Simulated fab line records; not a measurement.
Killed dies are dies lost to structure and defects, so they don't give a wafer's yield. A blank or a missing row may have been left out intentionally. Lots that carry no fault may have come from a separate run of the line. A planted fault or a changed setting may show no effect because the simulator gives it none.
fab line records	flow sky130
[record] lots = 6	wafers = 18	last_day = 49
route steps=708 shown VIA4@645 METAL5@661 PASSIVATION@681 PAD_OPEN@708
lots untouched by any fault: they come from a run of this same line in which no faults occurred
start_h: hours from the record's opening day to when the first of the lot's shown wafers began	wait_h: how many hours have passed since the lot's step before this one	" as in the row above	L1.1+2: a row that stands for several wafers	- either no value or no given start	* or withheld: withheld	< > ~ a bound
route shown NAME@n: names a module that has steps shown in the file, with the first one's number in the route	usual: average and standard deviation across the fault-free wafers	same: alike in all rows	chamber/n: place in a boat	sites: each site's reading	_std_site: how widely they spread, as a standard deviation	_edge_site: inner sites' mean taken away from outer sites' mean	radius_mm: for every site, how far away it sits from the centre of the wafer	mask NAME#n: copy n	behind: tool/chamber where the wafer was last shaped	hold: the reason the lot was held/the length of the hold in hours/how it ended	device: names the non-switching transistor (n, p or np)	end of line: the route-end tests of the same wafers	step lacking rows: just its recipe	killed: dies that structure and defects cost at the first sort, which is not the same as the wafer's yield	map: shows each die of a wafer: x if killed, . if not, _ if none is there
set.NAME: the setting the step ran with; set.NAME@STEP: the setting that earlier step ran with	model.NAME: the simulator's own value behind a step, which no gauge read
lots at selected steps of the route; one table per step, one row per wafer
services: the hour from which a tool's chamber was out of use, counted from the record's first day as start_h (under 0 if before that day), plus the number of hours and why
[[steps]]
[step SKY_VIA4_COAT_06]
[recipe] resist = NOVOLAK	spin_rpm = 3000	resist_thk_nm = 1140
[step SKY_VIA4_SOFTBAKE_07]
[recipe] temp_c = 90	time_s = 60	resist = NOVOLAK
[step SKY_VIA4_EXPOSE_08]
[recipe] mask_id = VIM4	na = 0.6	source_shape = conventional	sigma_outer = 0.6	polarization = unpolarized	target_cd_nm = 800	dose_mj = 132
[step SKY_VIA4_PEB_09]
[recipe] temp_c = withheld	time_s = *	resist = NOVOLAK
[step SKY_VIA4_DEVELOP_10]
[recipe] resist = NOVOLAK	developer = TMAH	develop_time_s = 60	dev_temp_c = 23
[step SKY_VIA4_OVL_MEAS_11]
[usual] VIA4_OVL = -0.1/1.5
lot.wafer	tool	chamber	start_h	wait_h	VIA4_OVL[nm]
L929.1	overlay-01	-	1014.70	0.1	-1.4
L929.3	"	-	"	"	1.0
L929.6	"	-	"	"	0.3
L934.1	overlay-01	-	1043.91	0.1	0.0
L934.4	"	-	"	"	-2.5
L934.5	"	-	"	"	2.1
L935.1	overlay-01	-	1051.34	0.1	-0.4
L935.5	"	-	"	"	-0.8
L935.6	"	-	"	"	0.0
L936.1	overlay-02	-	1052.02	0.1	-0.5
L936.5	"	-	"	"	-1.0
L936.6	"	-	"	"	-0.3
L942.1	overlay-01	-	1098.06	0.1	-1.1
L942.4	"	-	"	"	-0.4
L942.6	"	-	"	"	0.0
L943.1	overlay-02	-	1104.31	0.1	0.2
L943.5	"	-	"	"	1.4
L943.6	"	-	"	"	0.2
[step SKY_VIA4_ETCH_12]
[recipe] target = SiO2	chemistry = C4F8/O2/Ar	stop_on = TiN	mask_material = NOVOLAK	source_w = 1500	bias_w = 1200	pressure_mtorr = 40	c4f8_flow_sccm = withheld	O2_flow_sccm = 6	Ar_flow_sccm = 300	time_s = withheld	target_depth_a = 5800
[usual] oes_product_au = 0.925/0.0047	rf_fwd_power_W = 1491/5
lot.wafer	tool	chamber	start_h	wait_h	oes_product_au	rf_fwd_power_W
L929.1	rie_diel-03	3	1014.74	0.0	0.915	1487
L929.3	"	0	"	"	0.920	1484
L929.6	"	0	"	"	0.919	1480
L934.1	rie_diel-02	2	1043.94	0.0	0.929	1486
L934.4	"	1	"	"	0.921	1494
L934.5	"	3	"	"	0.927	1489
L935.1	rie_diel-02	1	1051.38	0.0	0.927	1498
L935.5	"	0	"	"	0.928	1495
L935.6	"	3	"	"	0.921	1490
L936.1	rie_diel-03	2	1052.05	0.0	0.923	1491
L936.5	"	3	"	"	0.913	1496
L936.6	"	2	"	"	0.924	1483
L942.1	rie_diel-03	1	1098.09	0.0	0.926	1488
L942.4	"	0	"	"	0.925	1484
L942.6	"	2	"	"	0.924	1493
L943.1	rie_diel-02	3	1104.34	0.0	0.929	1474
L943.5	"	3	"	"	0.923	1485
L943.6	"	2	"	"	0.930	1494
[step SKY_VIA4_STRIP_13]
[recipe] chemistry = O2/N2	power_w = 1400	pressure_mtorr = 1500	platen_temp_c = withheld	o2_flow_sccm = 3000	n2_flow_sccm = 300	overash_fraction = 0.5
[step SKY_VIA4_STRIP_14]
[recipe] chemistry = post_etch_residue_remover	time_s = 1200	temp_c = 72.5
[step SKY_VIA4_CLEAN_15]
[recipe] chemistry = IPA	time_s = 180	temp_c = 25
[step SKY_VIA4_CLEAN_16]
[recipe] chemistry = O3/DIW	dry = n2_spin
[step SKY_VIA4_SPUTTER_17]
[recipe] material = TiN	target_thk_nm = 20	chamber_pressure_pa = 5	power_w = 4000	time_s = 80
[usual] throttle_valve_pct = 29.6/0.95
lot.wafer	tool	chamber	start_h	wait_h	throttle_valve_pct
L929.1	pvd_sputter-02	-	1015.41	0.0	29.1
L929.3	"	-	"	"	28.2
L929.6	"	-	"	"	28.8
L934.1	pvd_sputter-01	-	1044.74	0.0	30.4
L934.4	"	-	"	"	30.6
L934.5	"	-	"	"	30.7
L935.1	pvd_sputter-02	-	1052.05	0.0	28.4
L935.5	"	-	"	"	28.9
L935.6	"	-	"	"	28.9
L936.1	pvd_sputter-02	-	1052.76	0.0	28.9
L936.5	"	-	"	"	28.4
L936.6	"	-	"	"	28.4
L942.1	pvd_sputter-04	-	1099.00	0.0	29.5
L942.4	"	-	"	"	29.9
L942.6	"	-	"	"	29.6
L943.1	pvd_sputter-01	-	1105.01	0.0	30.1
L943.5	"	-	"	"	30.7
L943.6	"	-	"	"	29.9
[step SKY_VIA4_CVD_18]
[recipe] material = W	target_thk_nm = 505	time_s = 152.14	temp_c = 400	pressure_torr = 40
[usual] heater_power_w = 873/100
lot.wafer	tool	chamber	start_h	wait_h	heater_power_w
L929.1	cvd_w-02	1	1015.47	0.0	789
L929.3	"	0	"	"	792
L929.6	"	0	"	"	784
L934.1	cvd_w-01	1	1044.80	0.0	1034
L934.4	"	1	"	"	1050
L934.5	"	0	"	"	905
L935.1	cvd_w-02	0	1052.11	0.0	790
L935.5	"	1	"	"	791
L935.6	"	0	"	"	784
L936.1	cvd_w-01	1	1052.82	0.0	1049
L936.5	"	0	"	"	886
L936.6	"	1	"	"	1037
L942.1	cvd_w-02	0	1099.06	0.0	815
L942.4	"	1	"	"	795
L942.6	"	0	"	"	788
L943.1	cvd_w-02	1	1105.07	0.0	799
L943.5	"	0	"	"	778
L943.6	"	1	"	"	805
[step SKY_VIA4_RS_MEAS_19]
[recipe] thk_meas_gauge = four-point-probe	reads = W_of_VIA4_CVD_18+TiN_of_VIA4_SPUTTER_17
[usual] VIA4_W_RS = 0.2267/0.0023
lot.wafer	tool	chamber	start_h	wait_h	VIA4_W_RS[ohm/sq]
L929.1	film_metro-03	-	1015.62	0.1	0.2265
L929.3	"	-	"	"	0.2237
L929.6	"	-	"	"	0.2251
L934.1	film_metro-02	-	1044.96	0.1	0.2310
L934.4	"	-	"	"	0.2274
L934.5	"	-	"	"	0.2278
L935.1	film_metro-01	-	1052.26	0.1	0.2247
L935.5	"	-	"	"	0.2275
L935.6	"	-	"	"	0.2233
L936.1	film_metro-02	-	1052.97	0.1	0.2215
L936.5	"	-	"	"	0.2251
L936.6	"	-	"	"	0.2254
L942.1	film_metro-01	-	1099.21	0.1	0.2272
L942.4	"	-	"	"	0.2279
L942.6	"	-	"	"	0.2253
L943.1	film_metro-01	-	1105.22	0.1	0.2296
L943.5	"	-	"	"	0.2232
L943.6	"	-	"	"	0.2281
[step SKY_VIA4_THK_MEAS_20]
[recipe] thk_meas_gauge = xrf	reads = W_of_VIA4_CVD_18
[usual] VIA4_W_THK = 506/7.5
lot.wafer	tool	chamber	start_h	wait_h	VIA4_W_THK[nm]
L929.1	film_metro-03	-	1015.74	0.1	503
L929.3	"	-	"	"	512
L929.6	"	-	"	"	507
L934.1	film_metro-02	-	1045.08	0.1	494
L934.4	"	-	"	"	501
L934.5	"	-	"	"	502
L935.1	film_metro-01	-	1052.38	0.1	514
L935.5	"	-	"	"	508
L935.6	"	-	"	"	516
L936.1	film_metro-02	-	1053.09	0.1	517
L936.5	"	-	"	"	507
L936.6	"	-	"	"	506
L942.1	film_metro-01	-	1099.33	0.1	512
L942.4	"	-	"	"	511
L942.6	"	-	"	"	518
L943.1	film_metro-01	-	1105.34	0.1	501
L943.5	"	-	"	"	519
L943.6	"	-	"	"	505
[step SKY_VIA4_CMP_21]
[recipe] stop_on = SiO2	t_overpolish_s = 25	down_force_psi = 3.5	platen_rpm = 60	target_thk_nm = 0	pad_velocity_m_s = 0.94248
[usual] motor_current_A = 10.7/1	overpolish_run_s = 25.000/0.0086	slurry_flow_ml_min = 149.9/0.45	time_to_endpoint_s = 121/4.4
lot.wafer	tool	chamber	start_h	wait_h	motor_current_A	overpolish_run_s	slurry_flow_ml_min	time_to_endpoint_s
L929.3	cmp-02	3	1015.85	0.1	9.8	24.998	149.4	117
L929.1	"	1	"	"	10.7	24.984	149.6	117
L929.6	"	2	"	"	11.0	25.001	149.9	119
L934.4	cmp-02	2	1045.14	0.0	11.0	24.994	149.5	120
L934.1	"	0	"	"	10.2	24.994	149.6	118
L934.5	"	2	"	"	10.8	25.014	149.6	118
L935.1	cmp-01	2	1052.49	0.1	9.3	25.001	150.6	121
L935.5	"	1	"	"	10.0	24.990	149.7	116
L935.6	"	2	"	"	10.0	25.003	150.5	128
L936.1	cmp-02	2	1053.30	0.2	10.4	25.012	149.9	123
L936.6	"	3	"	"	9.8	24.994	149.5	119
L936.5	"	0	"	"	10.2	24.999	150.2	121
L942.4	cmp-01	2	1099.39	0.0	9.9	25.012	150.4	120
L942.1	"	1	"	"	9.6	25.002	149.8	116
L942.6	"	2	"	"	10.1	25.020	150.3	125
L943.1	cmp-01	1	1105.55	0.2	9.7	24.998	150.1	113
L943.5	"	2	"	"	10.2	25.005	150.1	129
L943.6	"	3	"	"	12.7	24.998	150.2	122
[step SKY_METAL5_SPUTTER_00]
[recipe] material = Ti	target_thk_nm = 15	power_w = 3000	time_s = 10	chamber_pressure_pa = 0.4
[step SKY_METAL5_SPUTTER_01]
[recipe] material = TiN	target_thk_nm = 20	power_w = 6500	time_s = 16.7	chamber_pressure_pa = 0.4
[usual] throttle_valve_pct = 30.0/0.81
lot.wafer	tool	chamber	start_h	wait_h	throttle_valve_pct
L929.1	pvd_sputter-04	-	1016.13	0.0	30.0
L929.3	"	-	"	"	29.4
L929.6	"	-	"	"	30.0
L934.1	pvd_sputter-01	-	1045.46	0.0	30.8
L934.4	"	-	"	"	30.3
L934.5	"	-	"	"	30.6
L935.1	pvd_sputter-01	-	1052.76	0.0	30.0
L935.5	"	-	"	"	30.0
L935.6	"	-	"	"	30.6
L936.1	pvd_sputter-03	-	1053.47	0.0	29.2
L936.5	"	-	"	"	29.2
L936.6	"	-	"	"	29.7
L942.1	pvd_sputter-03	-	1099.72	0.0	27.9
L942.4	"	-	"	"	29.3
L942.6	"	-	"	"	27.9
L943.1	pvd_sputter-01	-	1105.73	0.0	30.1
L943.5	"	-	"	"	30.2
L943.6	"	-	"	"	30.0
[step SKY_METAL5_SPUTTER_02]
[recipe] material = AlCu	target_thk_nm = 1150	power_w = 10600	time_s = 61.2	chamber_pressure_pa = 0.4
[step SKY_METAL5_SPUTTER_03]
[recipe] material = Ti	target_thk_nm = 5	power_w = 3000	time_s = 3.3	chamber_pressure_pa = 0.4
[step SKY_METAL5_SPUTTER_04]
[recipe] material = TiN	target_thk_nm = 70	power_w = 6500	time_s = 58.3	chamber_pressure_pa = 0.4
[step SKY_METAL5_RS_MEAS_05]
[recipe] thk_meas_gauge = four-point-probe	reads = TiN_of_METAL5_SPUTTER_04+Ti_of_METAL5_SPUTTER_03+AlCu_of_METAL5_SPUTTER_02+TiN_of_METAL5_SPUTTER_01+Ti_of_METAL5_SPUTTER_00
[usual] METAL5_ALCU_RS = 0.02699/0.00029
lot.wafer	tool	chamber	start_h	wait_h	METAL5_ALCU_RS[ohm/sq]
L929.1	film_metro-01	-	1016.27	0.0	0.02758
L929.3	"	-	"	"	0.02709
L929.6	"	-	"	"	0.02746
L934.1	film_metro-01	-	1045.60	0.0	0.02713
L934.4	"	-	"	"	0.02665
L934.5	"	-	"	"	0.02724
L935.1	film_metro-04	-	1052.91	0.0	0.02687
L935.5	"	-	"	"	0.02689
L935.6	"	-	"	"	0.02692
L936.1	film_metro-03	-	1053.62	0.0	0.02728
L936.5	"	-	"	"	0.0273
L936.6	"	-	"	"	0.02717
L942.1	film_metro-01	-	1099.86	0.0	0.02642
L942.4	"	-	"	"	0.02654
L942.6	"	-	"	"	0.02665
L943.1	film_metro-03	-	1105.87	0.0	0.02672
L943.5	"	-	"	"	0.02672
L943.6	"	-	"	"	0.02677
[step SKY_METAL5_THK_MEAS_06]
[recipe] thk_meas_gauge = xrf	reads = AlCu_of_METAL5_SPUTTER_02
[usual] METAL5_ALCU_THK = 1154/13
lot.wafer	tool	chamber	start_h	wait_h	METAL5_ALCU_THK[nm]
L929.1	film_metro-01	-	1016.39	0.1	1131
L929.3	"	-	"	"	1148
L929.6	"	-	"	"	1140
L934.1	film_metro-01	-	1045.72	0.1	1159
L934.4	"	-	"	"	1174
L934.5	"	-	"	"	1147
L935.1	film_metro-04	-	1053.03	0.1	1149
L935.5	"	-	"	"	1157
L935.6	"	-	"	"	1155
L936.1	film_metro-03	-	1053.74	0.1	1140
L936.5	"	-	"	"	1141
L936.6	"	-	"	"	1154
L942.1	film_metro-01	-	1099.98	0.1	1170
L942.4	"	-	"	"	1163
L942.6	"	-	"	"	1166
L943.1	film_metro-03	-	1105.99	0.1	1168
L943.5	"	-	"	"	1165
L943.6	"	-	"	"	1166
[step SKY_METAL5_DEHYDRATE_07]
[recipe] temp_c = 200	time_s = 60
[step SKY_METAL5_HMDS_08]
[recipe] prime_time_s = 60	prime_temp_c = 120
[step SKY_METAL5_COAT_09]
[recipe] resist = NOVOLAK	spin_rpm = 3000	resist_thk_nm = 1800
[step SKY_METAL5_SOFTBAKE_10]
[recipe] temp_c = 90	time_s = 60	resist = NOVOLAK
[step SKY_METAL5_EXPOSE_11]
[recipe] mask_id = MM5	na = 0.6	source_shape = conventional	sigma_outer = 0.6	polarization = unpolarized	target_cd_nm = 1600	dose_mj = 190
[step SKY_METAL5_PEB_12]
[recipe] temp_c = withheld	time_s = *	resist = NOVOLAK
[step SKY_METAL5_DEVELOP_13]
[recipe] resist = NOVOLAK	developer = TMAH	develop_time_s = 60	dev_temp_c = 23
[step SKY_METAL5_DESCUM_14]
[recipe] chemistry = O2	source_power_w = 150	bias_power_w = 0	pressure_mtorr = 10	temp_c = 40	time_s = 11
[step SKY_METAL5_METAL_ETCH_15]
[recipe] target_depth_a = 12600	stop_on = SiO2	over_etch_frac = 0.2	time_s = 252	chemistry = Cl2/BCl3	resist_sidewall_deg = 86	pressure_mtorr = 10	icp_w = 900	bias_w = 48.5	Cl2_flow_sccm = 60	bcl3_flow_sccm = 30
[usual] drypump_motor_current_A = 5.7/0.61	he_backside_leak_sccm = 3.29/0.2	oes_product_au = 0.894/0.0054	rf_fwd_power_W = 897.9/2.4	throttle_valve_pct = 22.265/0.0099
[same] over_etch_frac = 0.2
lot.wafer	tool	chamber	start_h	wait_h	drypump_motor_current_A	he_backside_leak_sccm	oes_product_au	rf_fwd_power_W	rf_hours_counter_h	throttle_valve_pct
L929.1	rie_metal-02	0	1038.33	0.0	6.0	3.08	0.894	894.5	5	22.253
L929.3	"	0	"	"	6.0	3.00	0.890	894.0	-	22.254
L929.6	"	1	"	"	6.4	3.47	0.901	898.3	-	22.247
L934.1	rie_metal-01	0	1066.90	0.0	4.9	3.21	0.889	896.9	20	22.264
L934.4	"	1	"	"	5.7	3.51	0.903	900.2	-	22.264
L934.5	"	1	"	"	5.8	3.53	0.896	899.6	-	22.274
L935.1	rie_metal-02	1	1074.18	0.0	6.3	3.32	0.900	897.9	10	22.249
L935.5	"	0	"	"	6.0	3.04	0.893	889.5	-	22.258
L935.6	"	1	"	"	6.3	3.23	0.903	900.3	-	22.254
L936.1	rie_metal-01	1	1074.75	0.0	5.8	3.33	0.891	900.9	19	22.274
L936.5	"	0	"	"	4.9	3.08	0.907	899.1	-	22.276
L936.6	"	1	"	"	5.7	3.40	0.890	900.7	-	22.280
L942.1	rie_metal-02	1	1119.36	0.0	6.4	3.29	0.895	902.6	14	22.250
L942.4	"	1	"	"	6.4	3.39	0.896	898.2	-	22.253
L942.6	"	0	"	"	6.0	3.00	0.890	894.7	-	22.269
L943.1	rie_metal-01	1	1125.08	0.0	5.7	3.51	0.897	895.1	24	22.269
L943.5	"	0	"	"	4.9	3.18	0.886	898.5	-	22.267
L943.6	"	1	"	"	5.7	3.47	0.887	896.0	-	22.264
[step SKY_METAL5_STRIP_16]
[recipe] chemistry = O2/N2	power_w = 1400	pressure_mtorr = 1500	platen_temp_c = withheld	o2_flow_sccm = 3000	n2_flow_sccm = 300	overash_fraction = 0.5
[step SKY_METAL5_STRIP_17]
[recipe] chemistry = post_etch_residue_remover	time_s = 1200	temp_c = 72.5
[step SKY_METAL5_CLEAN_18]
[recipe] chemistry = IPA	time_s = 180	temp_c = 25
[step SKY_METAL5_CLEAN_19]
[recipe] chemistry = O3/DIW	dry = n2_spin
[step SKY_PASSIVATION_CVD_00]
[recipe] material = SiO2	target_thk_nm = 90	temp_c = 400	time_s = withheld	rf_w = 600
[step SKY_PASSIVATION_THK_MEAS_01]
[recipe] reads = SiO2_of_PASSIVATION_CVD_00
[usual] PASSIVATION_CVD_00_THK = 90.2/1.3
lot.wafer	tool	chamber	start_h	wait_h	PASSIVATION_CVD_00_THK[nm]
L929.1	film_metro-02	-	1039.17	-	91.8
L929.3	"	-	"	"	89.1
L929.6	"	-	"	"	90.9
L934.1	film_metro-04	-	1067.75	-	89.2
L934.4	"	-	"	"	89.3
L934.5	"	-	"	"	89.6
L935.1	film_metro-02	-	1075.02	-	88.9
L935.5	"	-	"	"	90.2
L935.6	"	-	"	"	91.0
L936.1	film_metro-02	-	1075.60	-	89.1
L936.5	"	-	"	"	91.6
L936.6	"	-	"	"	90.7
L942.1	film_metro-02	-	1120.33	-	88.4
L942.4	"	-	"	"	89.6
L942.6	"	-	"	"	90.9
L943.1	film_metro-03	-	1125.97	-	89.8
L943.5	"	-	"	"	91.0
L943.6	"	-	"	"	90.8
[step SKY_PASSIVATION_CVD_02]
[recipe] material = Si3N4	target_thk_nm = 540	temp_c = 400	time_s = withheld	rf_w = 450
[step SKY_PASSIVATION_THK_MEAS_03]
[recipe] reads = Si3N4_of_PASSIVATION_CVD_02
[usual] PASSIVATION_CVD_02_THK = 534/6.8
lot.wafer	tool	chamber	start_h	wait_h	PASSIVATION_CVD_02_THK[nm]
L929.1	film_metro-03	-	1039.46	-	531
L929.3	"	-	"	"	519
L929.6	"	-	"	"	541
L934.1	film_metro-02	-	1068.03	-	527
L934.4	"	-	"	"	530
L934.5	"	-	"	"	536
L935.1	film_metro-02	-	1075.31	-	525
L935.5	"	-	"	"	532
L935.6	"	-	"	"	541
L936.1	film_metro-02	-	1075.88	-	542
L936.5	"	-	"	"	533
L936.6	"	-	"	"	537
L942.1	film_metro-03	-	1120.61	-	525
L942.4	"	-	"	"	540
L942.6	"	-	"	"	536
L943.1	film_metro-02	-	1126.25	-	531
L943.5	"	-	"	"	549
L943.6	"	-	"	"	538
[step SKY_PASSIVATION_DEHYDRATE_04]
[recipe] temp_c = 200	time_s = 60
[step SKY_PASSIVATION_HMDS_05]
[recipe] prime_time_s = 60	prime_temp_c = 120
[step SKY_PAD_OPEN_PROBE_99]
[usual] defect_limited_yield = 82.3/1.9	killed_at_M0_to_M3 = 44/6.9	killed_at_M4_up = 3.3/2.1	killed_at_contacts = 24/4.8	killed_at_front_end = 15/4.4	killed_at_other = 0.2/0.48	killed_dies = 87/9.5	killed_open = 48/6.5	killed_short = 39/6.3	sort_bin_3_pad_short = 0.9/0.48	sort_bin_5_function = 10.5/1.5	sort_bin_6_memory = 6.3/1.1	sort_n_pass = 405/9.5	sort_yield_pct = 82.3/1.9
[same] gross_dies = 492	killed_at_back_side = 0	sort_bin_4_leakage[%] = 0	sort_bin_8_speed[%] = 0
lot.wafer	tool	chamber	start_h	wait_h	defect_limited_yield[%]	killed_at_M0_to_M3	killed_at_M4_up	killed_at_contacts	killed_at_front_end	killed_at_other	killed_dies	killed_open	killed_short	sort_bin_3_pad_short[%]	sort_bin_5_function[%]	sort_bin_6_memory[%]	sort_n_pass	sort_yield_pct[%]	model.etest.tester.sort_n_pass	model.etest.tester.sort_yield_pct	model.etest.tester.sort_bin_5_pct	model.etest.tester.sort_bin_3_pct
L929.1	prober-02	-	1086.03	0.1	85.4	33	1	24	14	0	72	41	31	0.4	10.0	4.3	420	85.4	420	85.37	9.959	0.4065
L929.3	prober-02	-	1086.13	0.2	83.5	42	2	26	11	0	81	46	35	1.2	9.8	5.5	411	83.5	411	83.54	9.756	1.22
L929.6	prober-02	-	1086.28	0.2	83.3	42	3	23	14	0	82	31	50	1.6	11.2	3.9	410	83.3	410	83.33	11.18	1.626
L935.1	prober-01	-	1118.22	0.1	82.3	46	1	28	12	0	87	54	33	1.0	10.6	6.1	405	82.3	405	82.32	10.57	1.016
L935.5	prober-01	-	1118.42	0.2	83.7	34	5	25	16	0	80	53	26	0.2	9.6	6.5	412	83.7	412	83.74	9.553	0.2033
L935.6	prober-01	-	1118.47	0.2	82.3	46	6	27	7	1	87	50	36	0.4	10.0	7.3	405	82.3	405	82.32	9.959	0.4065
L942.1	prober-02	-	1161.16	0.1	82.3	52	2	23	10	0	87	49	38	0.8	11.4	5.5	405	82.3	405	82.32	11.38	0.813
L942.4	prober-02	-	1161.31	0.2	77.2	30	50	21	11	0	112	31	32	3.5	13.6	5.7	380	77.2	380	77.24	13.62	3.455
L942.6	prober-02	-	1161.41	0.2	83.1	39	4	23	17	0	83	43	40	0.4	11.8	4.7	409	83.1	409	83.13	11.79	0.4065
L943.1	prober-01	-	1165.66	0.1	73.6	37	58	16	19	0	130	41	38	3.9	15.4	7.1	362	73.6	362	73.58	15.45	3.862
L943.5	prober-01	-	1165.86	0.2	81.5	51	3	24	13	0	91	52	39	0.6	10.8	7.1	401	81.5	401	81.5	10.77	0.6098
L943.6	prober-01	-	1165.91	0.2	76.2	30	61	18	8	0	117	34	27	1.8	15.2	6.7	375	76.2	375	76.22	15.24	1.829
// killed by level:class
L929.1 CONTACT:geometric_particle:open=12 VIA2:geometric_particle:open=6 METAL2:geometric_particle:short=6 VIA3:geometric_particle:open=6 CONTACT:geometric_particle:short=5 VIA1:geometric_particle:open=5 POLY_GATE:geometric_particle:short=4 LI_CONTACT:geometric_particle:open=3
L929.3 VIA2:geometric_particle:open=10 LOCAL_INTERCONNECT:geometric_particle:short=8 CONTACT:geometric_particle:open=8 VIA3:geometric_particle:open=8 VIA1:geometric_particle:open=6 LI_CONTACT:geometric_particle:open=5 VIA1:geometric_particle:short=5 FIELD_ISO:geometric_particle:open=4
L929.6 VIA1:geometric_particle:short=10 CONTACT:geometric_particle:open=8 FIELD_ISO:geometric_particle:short=7 LI_CONTACT:geometric_particle:open=5 LOCAL_INTERCONNECT:geometric_particle:short=5 VIA2:geometric_particle:open=5 VIA2:geometric_particle:short=5 METAL3:geometric_particle:short=5
L935.1 METAL2:geometric_particle:short=10 VIA3:geometric_particle:open=10 LI_CONTACT:geometric_particle:open=10 CONTACT:geometric_particle:open=10 VIA1:geometric_particle:open=10 METAL1:geometric_particle:short=6 VIA2:geometric_particle:open=5 FIELD_ISO:geometric_particle:short=3
L935.5 CONTACT:geometric_particle:open=12 VIA3:geometric_particle:open=9 LI_CONTACT:geometric_particle:open=7 VIA1:geometric_particle:open=6 FIELD_ISO:geometric_particle:short=4 METAL1:geometric_particle:short=4 FIELD_ISO:geometric_particle:open=3 CONTACT:geometric_particle:short=3
L935.6 CONTACT:geometric_particle:open=12 VIA1:geometric_particle:open=9 VIA3:geometric_particle:open=8 VIA3:geometric_particle:short=7 VIA2:geometric_particle:open=7 LI_CONTACT:geometric_particle:open=6 CONTACT:geometric_particle:short=6 LOCAL_INTERCONNECT:geometric_particle:short=3
L942.1 VIA1:geometric_particle:open=11 VIA3:geometric_particle:open=10 CONTACT:geometric_particle:open=8 VIA2:geometric_particle:open=8 CONTACT:geometric_particle:short=7 VIA3:geometric_particle:short=6 VIA1:geometric_particle:short=5 LI_CONTACT:geometric_particle:open=4
L942.4 VIA4:unspecified=49 VIA2:geometric_particle:open=9 CONTACT:geometric_particle:open=8 CONTACT:geometric_particle:short=8 METAL1:geometric_particle:short=5 FIELD_ISO:geometric_particle:short=3 VIA2:geometric_particle:short=3 VIA3:geometric_particle:open=3
L942.6 METAL1:geometric_particle:short=9 FIELD_ISO:geometric_particle:open=7 VIA1:geometric_particle:open=7 LI_CONTACT:geometric_particle:open=6 CONTACT:geometric_particle:short=6 CONTACT:geometric_particle:open=6 METAL2:geometric_particle:short=6 VIA2:geometric_particle:open=5
L943.1 VIA4:unspecified=51 VIA1:geometric_particle:open=11 FIELD_ISO:geometric_particle:short=6 FIELD_ISO:geometric_particle:open=5 POLY_GATE:geometric_particle:short=5 CONTACT:geometric_particle:open=5 METAL1:geometric_particle:short=5 VIA1:geometric_particle:short=5
L943.5 VIA1:geometric_particle:open=14 CONTACT:geometric_particle:open=10 VIA3:geometric_particle:open=9 VIA1:geometric_particle:short=5 METAL2:geometric_particle:short=5 VIA2:geometric_particle:open=5 FIELD_ISO:geometric_particle:short=4 POLY_GATE:geometric_particle:short=4
L943.6 VIA4:unspecified=56 VIA1:geometric_particle:open=10 CONTACT:geometric_particle:open=8 VIA1:geometric_particle:short=5 VIA3:geometric_particle:open=5 POLY_GATE:geometric_particle:open=4 METAL4:geometric_particle:short=4 LOCAL_INTERCONNECT:geometric_particle:short=3
// map L942.4 (x killed, . not)
__________..x..xx..._________
________...xx........._______
______..x............x.._____
_____.x.x...........x....____
____..x...x..x...........x___
___x.......x.x.....xx.....x__
__........x..xxx............_
_...x...x..xxxxxxx..xx...xx..
_x....x..xxxxxxxxxx..........
_....x...xxxxxxxx............
_x.........xxxxxxx...........
_x.....x..x.xxxxx.x..........
_..x......xx.xxxxx..x........
_.....xx..x...xxx.....x....x.
_..x..x......x...............
__.x........x..........x...._
___.................x......__
____x.........x....x......___
_____xx.xx.........x.....____
______x.......x........._____
________..........x..._______
__________........xx_________
// map L943.1 (x killed, . not)
__________..x..x...._________
________.......x.....x_______
______.x.........x..x.x._____
_____x........x.x........____
____..x...................___
___.....xxx........x.......__
__...x......xxxxx..........._
_.x....xx.x.xxxxxx...........
_....x...xxxxxxxxx....x......
_xxx...x..xxxxxxxxx.x....x...
_.....x...xxxxxxxxxx.x.xx.x..
_.......x..xxxxxxxxx.........
_..........xxxxx........x..x.
_x.xxx..x......x..x..x.x.x...
_x....x.x....x...x.......x.xx
__..........x...x.x..x...x.._
___xx........x........x....__
____x.....xx..x....x......___
_____......x....x..x...x.____
______......x.......x..._____
________......x......._______
__________....x....._________
[[services]]
tool	chamber	start_h	hours	kind
cmp-02	-	991.63	1.6	repair
cmp-02	-	995.96	5.6	repair
pvd_sputter-01	-	1005.04	1.1	repair
cmp-02	-	1005.46	4.9	pm
cvd_w-02	1	1007.21	4.3	repair
rie_diel-03	3	1022.17	11.0	repair
cmp-02	-	1026.25	1.8	repair
cvd_w-02	-	1035.29	1.2	repair
cmp-01	-	1041.87	1.3	repair
pvd_sputter-04	-	1042.56	3.5	repair
rie_metal-01	-	1045.68	0.2	repair
cvd_w-01	-	1062.40	14.6	pm
rie_diel-02	0	1071.73	5.4	repair
cmp-01	-	1084.95	4.0	pm
cmp-01	-	1088.95	-	consumable_replace:conditioner
cmp-01	-	1088.95	-	consumable_replace:pad
cmp-02	-	1111.62	2.1	repair
pvd_sputter-01	-	1114.84	2.6	repair
pvd_sputter-03	-	1115.12	3.4	repair
[[key]]
[first_sign] step = SKY_PAD_OPEN_PROBE_99	reading = killed_at_M4_up	direction = up	sigmas = 26	usual = 3.3	struck = 56.3
[effect] step = SKY_PAD_OPEN_PROBE_99	reading = sort_bin_3_pad_short	direction = up	sigmas = 4.5	usual = 0.9	struck = 3.0
[model_effect] step = SKY_PAD_OPEN_PROBE_99	value = etest.tester.sort_n_pass	without = 419.3	struck = 372.3
met_at SKY_VIA4_CVD_18
struck_wafers L942.4,L943.1,L943.6
onset_between 1052.11 1099.06
[fault] kind = chamber_particle_source	tool = cvd_w-02	chamber = 1	onset_h = 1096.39	steps = SKY_VIA4_CVD_18	rate_per_visit_cm2 = 0.69567	end_h = 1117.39
